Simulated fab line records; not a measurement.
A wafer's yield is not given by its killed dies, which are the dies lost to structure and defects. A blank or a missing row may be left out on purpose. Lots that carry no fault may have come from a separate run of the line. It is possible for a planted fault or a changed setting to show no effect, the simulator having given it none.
fab line records ; flow gf180mcu
[record] lots = 12; wafers = 36; lastDay = 34
route steps=602 shown STI@5 VT_IMPLANT@130 POLY_GATE@174 NSD@237
lots that met no fault: taken from a fault-free run of the same line
startH: hours from the record's first day to the start of the lot's first wafer shown ; waitH: how many hours have passed since the lot's step before this one ; " same as the row above ; L1.1+2: several wafers, shown together as one row ; - either no value or no given start ; * or withheld: withheld ; < > ~ a bound
route shown NAME@n: NAME is a module with steps in the file, n the number in the route of the first one ; usual: mean and standard deviation over wafers with no fault ; same: alike in all rows ; chamber/n: place in a boat ; sites: each site's reading ; _std_site: their standard deviation ; _edge_site: the outer-site mean with the inner-site mean subtracted ; radiusMm: how far each site lies from the wafer's centre ; mask NAME#n: copy n ; behind: tool/chamber where the wafer was last shaped ; hold: reason for holding the lot/hours on hold/outcome of the hold ; device: which transistor (n, p or np) failed to switch ; end of line: the tests these same wafers got at the end of their route ; a step without rows: its recipe alone ; killed: count of dies lost to structure and defects at first sort (not the wafer's yield) ; map: per-die view of a wafer (x killed, . not killed, _ where there is no die)
set.NAME: setting as actually run; set.NAME@STEP: the setting as run at that earlier step ; model.NAME: the simulator's own value behind a step, which no gauge read
route steps across a sampled set of lots; one table per step, one row per wafer
services: when a tool's chamber went out of use (startH, in hours from the record's first day, below 0 if earlier), for how many hours, and the reason
[[steps]]
[step GF_STI_THK_MEAS_04]
[recipe] reads = Si3N4_of_STI_CVD_03
[usual] STI_CVD_03_THK = 207.4/1.6
lot.wafer;tool;chamber;startH;waitH;STI_CVD_03_THK[nm]
L120.1;filmMetro-02;-;14.53;0.0;208.8
L120.3;filmMetro-02;-;14.53;0.0;208.6
L120.6;filmMetro-02;-;14.53;0.0;209.3
L121.4;filmMetro-02;-;19.58;0.0;207.8
L121.5;filmMetro-02;-;19.58;0.0;206.2
L121.6;filmMetro-02;-;19.58;0.0;206.3
L122.1;filmMetro-02;-;25.60;0.0;208.3
L122.3;filmMetro-02;-;25.60;0.0;209.3
L122.4;filmMetro-02;-;25.60;0.0;205.7
L123.1;filmMetro-02;-;33.76;0.0;209.6
L123.5;filmMetro-02;-;33.76;0.0;209.2
L123.6;filmMetro-02;-;33.76;0.0;210.0
L124.1;filmMetro-04;-;33.76;0.0;209.1
L124.2;filmMetro-04;-;33.76;0.0;210.2
L124.4;filmMetro-04;-;33.76;0.0;208.8
L125.2;filmMetro-03;-;42.04;0.0;206.8
L125.4;filmMetro-03;-;42.04;0.0;209.1
L125.5;filmMetro-03;-;42.04;0.0;207.4
L127.1;filmMetro-04;-;51.43;0.0;204.0
L127.2;filmMetro-04;-;51.43;0.0;202.9
L127.3;filmMetro-04;-;51.43;0.0;204.4
L134.1;filmMetro-03;-;84.21;0.0;206.4
L134.3;filmMetro-03;-;84.21;0.0;205.3
L134.6;filmMetro-03;-;84.21;0.0;207.4
L136.1;filmMetro-02;-;93.56;0.0;209.8
L136.3;filmMetro-02;-;93.56;0.0;207.2
L136.5;filmMetro-02;-;93.56;0.0;207.8
L139.1;filmMetro-02;-;108.58;0.0;207.6
L139.2;filmMetro-02;-;108.58;0.0;207.7
L139.4;filmMetro-02;-;108.58;0.0;207.3
L142.1;filmMetro-04;-;128.15;0.0;206.6
L142.2;filmMetro-04;-;128.15;0.0;205.2
L142.6;filmMetro-04;-;128.15;0.0;207.3
L143.1;filmMetro-04;-;134.65;0.0;208.4
L143.2;filmMetro-04;-;134.65;0.0;206.7
L143.4;filmMetro-04;-;134.65;0.0;207.9
[step GF_VT_IMPLANT_OVL_MEAS_40]
[usual] VT_IMPLANT_03_OVL = 0.0/1.3
lot.wafer;tool;chamber;startH;waitH;VT_IMPLANT_03_OVL[nm]
L121.4;overlay-02;-;166.87;0.1;0.4
L121.5;overlay-02;-;166.87;0.1;1.2
L121.6;overlay-02;-;166.87;0.1;1.2
L120.1;overlay-01;-;168.70;0.1;-0.5
L120.3;overlay-01;-;168.70;0.1;-0.8
L120.6;overlay-01;-;168.70;0.1;0.6
L122.1;overlay-02;-;175.38;0.1;-0.3
L122.3;overlay-02;-;175.38;0.1;-1.0
L122.4;overlay-02;-;175.38;0.1;-1.5
L124.1;overlay-02;-;178.50;0.1;2.4
L124.2;overlay-02;-;178.50;0.1;1.6
L124.4;overlay-02;-;178.50;0.1;1.3
L123.1;overlay-01;-;179.48;0.1;-0.3
L123.5;overlay-01;-;179.48;0.1;-1.9
L123.6;overlay-01;-;179.48;0.1;-1.5
L125.2;overlay-02;-;189.29;0.1;0.5
L125.4;overlay-02;-;189.29;0.1;-0.7
L125.5;overlay-02;-;189.29;0.1;0.2
L127.1;overlay-01;-;204.88;0.1;0.3
L127.2;overlay-01;-;204.88;0.1;2.1
L127.3;overlay-01;-;204.88;0.1;1.2
L134.1;overlay-01;-;253.48;0.1;-1.6
L134.3;overlay-01;-;253.48;0.1;0.1
L134.6;overlay-01;-;253.48;0.1;-2.8
L136.1;overlay-01;-;262.28;0.1;-1.8
L136.3;overlay-01;-;262.28;0.1;-0.8
L136.5;overlay-01;-;262.28;0.1;1.4
L139.1;overlay-02;-;296.65;0.1;1.9
L139.2;overlay-02;-;296.65;0.1;1.1
L139.4;overlay-02;-;296.65;0.1;1.0
L142.1;overlay-01;-;324.74;0.1;-1.1
L142.2;overlay-01;-;324.74;0.1;0.6
L142.6;overlay-01;-;324.74;0.1;-2.0
L143.1;overlay-01;-;328.35;0.1;-1.0
L143.2;overlay-01;-;328.35;0.1;1.0
L143.4;overlay-01;-;328.35;0.1;-0.6
[step GF_POLY_GATE_THK_MEAS_17]
[recipe] reads = SiO2_of_POLY_GATE_OXIDATION_16
[usual] POLY_GATE_OXIDATION_THK = 4.02/0.094
lot.wafer;tool;chamber;startH;waitH;POLY_GATE_OXIDATION_THK[nm]
L121.4;filmMetro-04;-;208.36;0.0;4.02
L121.5;filmMetro-04;-;208.36;0.0;4.01
L121.6;filmMetro-04;-;208.36;0.0;3.98
L120.1;filmMetro-01;-;211.03;0.0;4.12
L120.3;filmMetro-01;-;211.03;0.0;4.01
L120.6;filmMetro-01;-;211.03;0.0;4.01
L122.1;filmMetro-01;-;217.16;0.0;3.88
L122.3;filmMetro-01;-;217.16;0.0;3.86
L122.4;filmMetro-01;-;217.16;0.0;3.84
L123.1;filmMetro-04;-;224.18;0.0;4.13
L123.5;filmMetro-04;-;224.18;0.0;4.14
L123.6;filmMetro-04;-;224.18;0.0;4.13
L124.1;filmMetro-03;-;224.18;0.0;4.16
L124.2;filmMetro-03;-;224.18;0.0;4.19
L124.4;filmMetro-03;-;224.18;0.0;4.08
L125.2;filmMetro-04;-;233.07;0.0;4.05
L125.4;filmMetro-04;-;233.07;0.0;4.10
L125.5;filmMetro-04;-;233.07;0.0;3.95
L127.1;filmMetro-03;-;248.37;0.0;4.09
L127.2;filmMetro-03;-;248.37;0.0;4.10
L127.3;filmMetro-03;-;248.37;0.0;4.06
L134.1;filmMetro-04;-;301.19;0.0;3.96
L134.3;filmMetro-04;-;301.19;0.0;4.00
L134.6;filmMetro-04;-;301.19;0.0;4.06
L136.1;filmMetro-04;-;313.80;0.0;3.95
L136.3;filmMetro-04;-;313.80;0.0;4.08
L136.5;filmMetro-04;-;313.80;0.0;4.01
L139.1;filmMetro-03;-;345.70;0.0;4.05
L139.2;filmMetro-03;-;345.70;0.0;4.03
L139.4;filmMetro-03;-;345.70;0.0;4.03
L142.1;filmMetro-04;-;374.82;0.0;3.97
L142.2;filmMetro-04;-;374.82;0.0;4.12
L142.6;filmMetro-04;-;374.82;0.0;4.05
L143.1;filmMetro-03;-;378.22;0.0;4.09
L143.2;filmMetro-03;-;378.22;0.0;4.03
L143.4;filmMetro-03;-;378.22;0.0;4.04
[step GF_NSD_COAT_02]
[recipe] resist = NOVOLAK; spinRpm = 3000; resistThkNm = 1000
[usual] spinSpeedRpm = 3000.1/1.8
lot.wafer;tool;chamber;startH;waitH;spinSpeedRpm
L121.4;lithoTrack-04;0;296.12;0.1;3000.2
L121.5;lithoTrack-04;0;296.12;0.1;2999.5
L121.6;lithoTrack-04;0;296.12;0.1;2999.2
L120.1;lithoTrack-04;0;300.40;0.1;3001.6
L120.3;lithoTrack-04;0;300.40;0.1;2999.6
L120.6;lithoTrack-04;0;300.40;0.1;2998.2
L122.1;lithoTrack-03;0;307.18;0.1;2998.3
L122.3;lithoTrack-03;0;307.18;0.1;3001.1
L122.4;lithoTrack-03;0;307.18;0.1;2999.6
L123.1;lithoTrack-01;0;314.64;0.1;2997.4
L123.5;lithoTrack-01;0;314.64;0.1;3001.7
L123.6;lithoTrack-01;0;314.64;0.1;2999.2
L124.1;lithoTrack-04;0;315.10;0.1;2998.8
L124.2;lithoTrack-04;0;315.10;0.1;2997.3
L124.4;lithoTrack-04;0;315.10;0.1;3001.0
L125.2;lithoTrack-03;0;326.61;0.1;3001.3
L125.4;lithoTrack-03;0;326.61;0.1;3000.2
L125.5;lithoTrack-03;0;326.61;0.1;3003.0
L127.1;lithoTrack-03;0;341.23;0.1;2999.6
L127.2;lithoTrack-03;0;341.23;0.1;3003.2
L127.3;lithoTrack-03;0;341.23;0.1;3000.9
L134.1;lithoTrack-03;0;402.28;0.1;2884.7
L134.3;lithoTrack-03;0;402.28;0.1;2883.8
L134.6;lithoTrack-03;0;402.28;0.1;2881.4
L136.1;lithoTrack-03;0;417.78;0.1;2879.5
L136.3;lithoTrack-03;0;417.78;0.1;2883.9
L136.5;lithoTrack-03;0;417.78;0.1;2882.0
L139.1;lithoTrack-04;0;454.00;0.1;3000.8
L139.2;lithoTrack-04;0;454.00;0.1;3001.3
L139.4;lithoTrack-04;0;454.00;0.1;3000.8
L142.1;lithoTrack-01;0;483.18;0.1;2998.9
L142.2;lithoTrack-01;0;483.18;0.1;3002.1
L142.6;lithoTrack-01;0;483.18;0.1;3002.6
L143.1;lithoTrack-04;0;487.80;0.1;3000.1
L143.2;lithoTrack-04;0;487.80;0.1;2999.6
L143.4;lithoTrack-04;0;487.80;0.1;2999.1
[step GF_NSD_STRIP_11]
[recipe] chemistry = O2/N2; powerW = 1400; pressureMtorr = 1500; platenTempC = 250; o2FlowSccm = 3000; n2FlowSccm = 300; overashFraction = 0.5
[usual] drypumpMotorCurrentA = 5.66/0.24; heaterPowerW = 321/37; oesProductAu = 0.486/0.0047; stripTimeToEndpointS = 22.96/0.042
lot.wafer;tool;chamber;startH;waitH;drypumpMotorCurrentA;heaterPowerW;oesProductAu;rfHoursCounterH;stripTimeToEndpointS
L121.4;plasmaAsher-04;1;306.77;0.1;5.73;407;0.487;-;22.97
L121.5;plasmaAsher-04;1;306.77;0.1;5.74;405;0.482;-;22.97
L121.6;plasmaAsher-04;0;306.77;0.1;5.66;306;0.486;-;22.95
L120.1;plasmaAsher-01;1;311.59;0.1;5.48;302;0.486;69;22.95
L120.3;plasmaAsher-01;1;311.59;0.1;5.49;302;0.486;-;22.92
L120.6;plasmaAsher-01;0;311.59;0.1;6.01;299;0.483;-;22.92
L122.1;plasmaAsher-01;0;317.54;0.1;5.98;289;0.480;70;22.96
L122.3;plasmaAsher-01;0;317.54;0.1;5.98;300;0.478;-;22.99
L122.4;plasmaAsher-01;1;317.54;0.1;5.54;310;0.487;-;22.95
L123.1;plasmaAsher-01;0;325.84;0.1;6.02;291;0.483;71;22.86
L123.5;plasmaAsher-01;1;325.84;0.1;5.53;301;0.487;-;22.86
L123.6;plasmaAsher-01;0;325.84;0.1;5.99;301;0.489;-;22.86
L124.1;plasmaAsher-01;1;326.55;0.1;5.56;297;0.486;71;23.03
L124.2;plasmaAsher-01;0;326.55;0.1;5.98;287;0.488;71;22.98
L124.4;plasmaAsher-01;1;326.55;0.1;5.51;309;0.486;-;23.00
L125.2;plasmaAsher-04;1;337.09;0.1;5.72;402;0.489;22;22.93
L125.4;plasmaAsher-04;1;337.09;0.1;5.71;401;0.479;-;22.99
L125.5;plasmaAsher-04;0;337.09;0.1;5.66;316;0.496;-;22.91
L127.1;plasmaAsher-02;0;352.85;0.1;5.22;312;0.497;74;23.04
L127.2;plasmaAsher-02;1;352.85;0.1;5.75;335;0.480;74;23.01
L127.3;plasmaAsher-02;1;352.85;0.1;5.75;327;0.492;-;22.99
L134.1;plasmaAsher-04;0;414.61;0.1;5.67;307;0.488;30;23.22
L134.3;plasmaAsher-04;0;414.61;0.1;5.65;307;0.494;-;23.21
L134.6;plasmaAsher-04;0;414.61;0.1;5.64;306;0.497;-;23.22
L136.1;plasmaAsher-04;1;430.34;0.1;5.73;411;0.491;32;23.24
L136.3;plasmaAsher-04;1;430.34;0.1;5.74;400;0.486;-;23.24
L136.5;plasmaAsher-04;1;430.34;0.1;5.75;398;0.496;-;23.22
L139.1;plasmaAsher-01;0;466.34;0.1;5.97;306;0.485;4;22.89
L139.2;plasmaAsher-01;1;466.34;0.1;5.51;289;0.494;4;22.90
L139.4;plasmaAsher-01;1;466.34;0.1;5.49;291;0.481;-;22.92
L142.1;plasmaAsher-01;0;495.15;0.1;6.01;306;0.475;7;22.94
L142.2;plasmaAsher-01;1;495.15;0.1;5.50;278;0.491;7;22.92
L142.6;plasmaAsher-01;1;495.15;0.1;5.51;283;0.485;-;22.95
L143.1;plasmaAsher-01;0;500.35;0.1;5.95;305;0.484;8;22.96
L143.2;plasmaAsher-01;1;500.35;0.1;5.55;279;0.481;8;22.93
L143.4;plasmaAsher-01;0;500.35;0.1;5.95;308;0.481;-;22.93
[[services]]
tool;chamber;startH;hours;kind
plasmaAsher-02;-;317.50;3.6;repair
plasmaAsher-02;-;341.95;3.1;repair
plasmaAsher-01;-;345.48;1.3;repair
plasmaAsher-04;-;352.56;0.4;repair
plasmaAsher-01;-;354.45;14.6;pm
plasmaAsher-01;-;373.64;1.2;repair
lithoTrack-03;-;411.38;-;consumableReplace:filter
plasmaAsher-01;-;421.25;9.0;pm
plasmaAsher-01;0;421.25;9.0;ventCycle
plasmaAsher-01;1;421.25;9.0;ventCycle
plasmaAsher-01;-;424.41;2.3;repair
lithoTrack-03;-;426.52;-;consumableReplace:filter
plasmaAsher-01;0;430.25;-;clean
plasmaAsher-01;1;430.25;-;clean
plasmaAsher-04;-;460.81;3.2;repair
plasmaAsher-02;-;471.54;1.0;repair
plasmaAsher-04;-;486.05;1.5;repair
[[key]]
[firstSign] step = GF_NSD_COAT_02; reading = spinSpeedRpm; direction = down; sigmas = 65; usual = *; struck = *
[effect] step = GF_NSD_STRIP_11; reading = stripTimeToEndpointS; direction = up; sigmas = 6.2; usual = *; struck = *
metAt GF_NSD_COAT_02
struckLots L134,L136
testerLeftOut L134,L136
notActingAt GF_STI_THK_MEAS_04,GF_VT_IMPLANT_OVL_MEAS_40,GF_POLY_GATE_THK_MEAS_17
onsetBetween 341.23 402.28
[fault] kind = processParameterDrift; tool = lithoTrack-03; chamber = -; onsetH = 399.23; steps = GF_NSD_COAT_02; channel = spinRpm; offset = *; shape = step; endH = 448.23; actsIn = *; stated = *
// testerLeftOut: of these lots the tester's yield and bins aren't shown, on N5 and GAA mostly nor the transistor test; their killed dies are dies lost to structure and defects alone, not to doping, threshold or leakage, so they don't give the yield
